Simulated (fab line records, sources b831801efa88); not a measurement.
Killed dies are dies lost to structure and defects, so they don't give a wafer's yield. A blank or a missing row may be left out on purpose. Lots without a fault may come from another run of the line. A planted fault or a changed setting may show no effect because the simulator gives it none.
Which tool did it? | flow sky130 | 12 lots, 36 wafers sampled, at 1 step of a route of 708

WHAT THE GAUGES READ, wafer by wafer
SKY_LI_CONTACT_OVL_MEAS_13.
lot  | measured     | on         | LI_CONTACT_OVL (nm)
L075 | day 29 13:05 | overlay-02 | 9 2 9
L077 | day 30 00:32 | overlay-01 | -2 0 -1
L079 | day 30 13:23 | overlay-01 | 5 5 2
L081 | day 31 22:38 | overlay-02 | -2 -5 5
L083 | day 32 23:59 | overlay-01 | -2 5 -1
L084 | day 33 06:19 | overlay-01 | 5 17 -2
L088 | day 34 00:12 | overlay-02 | 7 7 4
L090 | day 34 21:02 | overlay-01 | 6 3 -3
L091 | day 35 06:23 | overlay-01 | 8 18 6
L093 | day 35 09:26 | overlay-02 | -6 0 -1
L094 | day 35 21:32 | overlay-02 | -5 -2 -6
L097 | day 36 10:47 | overlay-01 | -5 -2 5

WHICH TOOL RAN EACH LOT (tool, then ch and the chambers of the sampled wafers, then the start)
The record holds no process step before these readings.

THE ANSWER, worked out from the rows above alone
Rule: what is usual is taken from the lots themselves. Put in order of their means at a reading, lots are off if they are a third of the lots or fewer, leave a main group of 4 or more, and stand apart from it by a gap of 3 or more times the standard deviation of the main group's means; of several such gaps the widest counts. A main group whose means are all the same, to the digits that the tables above print for the reading, isn't used. A lot without any number at a reading at which 4 lots or more have one is off too. The other lots that the step has rows for count as sound.
No lot is off at any reading shown: from this, nothing can be told.

WHAT THE SIMULATOR HAD PUT IN
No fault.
